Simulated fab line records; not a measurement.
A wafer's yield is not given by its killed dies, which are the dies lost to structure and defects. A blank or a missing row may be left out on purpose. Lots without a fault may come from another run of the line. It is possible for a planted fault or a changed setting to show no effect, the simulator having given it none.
Which of the tools did it?	flow gf180mcu	6 lots, 18 wafers sampled, at 3 steps of a route of 602

== WHAT THE GAUGES SHOWED, per wafer ==
GF_STI_THK_MEAS_30.
lot	measured	on	STI_OXIDATION_02_THK (nm)
L647	day 2 12:17	film-metro-03	10.08 9.89 10.03
L654	day 3 22:36	film-metro-04	9.40 9.49 9.42
L657	day 4 15:26	film-metro-04	10.14 10.24 10.21
L659	day 5 01:55	film-metro-03	9.81 9.85 9.87
L662	day 5 16:01	film-metro-03	10.02 9.91 9.94
L669	day 7 07:00	film-metro-03	15.51 15.69 15.76

== WHICH TOOL RAN EACH LOT (tool, then ch and the chambers of the sampled wafers, then the start) ==
lot	GF_STI_STRIP_15	GF_STI_OXIDATION_29
L647	plasma-asher-01 ch 0,1, day 2 08:10	furnace-01 ch 0, day 2 10:53
L654	plasma-asher-04 ch 0,1, day 3 18:28	furnace-02 ch 0, day 3 21:12
L657	plasma-asher-01 ch 0,1, day 4 09:37	furnace-01 ch 0, day 4 14:01
L659	plasma-asher-01 ch 0,1, day 4 21:25	furnace-02 ch 0, day 5 00:31
L662	plasma-asher-04 ch 0,1, day 5 11:52	furnace-01 ch 0, day 5 14:37
L669	plasma-asher-03 ch 0,1, day 7 00:12	furnace-01 ch 0, day 7 03:14 and furnace-02 ch 0, day 7 05:34
- GF_STI_STRIP_15: strips in O2/N2.
- GF_STI_OXIDATION_29: stabilise 600 s, purge 300 s, target thk 10 nm.

== THE ANSWER, worked out from the rows above alone ==
Rule: what is usual is taken from the lots themselves. Put in order of their means at a reading, lots are off if they are a third of the lots or fewer, leave a main group of 4 or more, and stand apart from it by a gap of 3 or more times the standard deviation of the main group's means; of several such gaps the widest counts. A main group whose means are all the same, to the digits that the tables above print for the reading, isn't used. Also off: a lot with no number at a reading for which 4 or more lots have one. Any other lot the step has rows for is counted as sound.
Off: L669, seen at GF_STI_THK_MEAS_30 (STI_OXIDATION_02_THK). The main group has a mean of 9.89 nm with a standard deviation of 0.25.
A tool fits if, at a process step before that reading, it ran every lot that is off, and no sound lot after the first of them. Gauges at GF_STI_THK_MEAS_30: tried the same way as those tools. Can't be told from this: 4 tools fit, plasma-asher-03 at GF_STI_STRIP_15, furnace-01 at GF_STI_OXIDATION_29, furnace-02 at GF_STI_OXIDATION_29, film-metro-03 at GF_STI_THK_MEAS_30.

== WHAT THE SIMULATOR HAD INSERTED ==
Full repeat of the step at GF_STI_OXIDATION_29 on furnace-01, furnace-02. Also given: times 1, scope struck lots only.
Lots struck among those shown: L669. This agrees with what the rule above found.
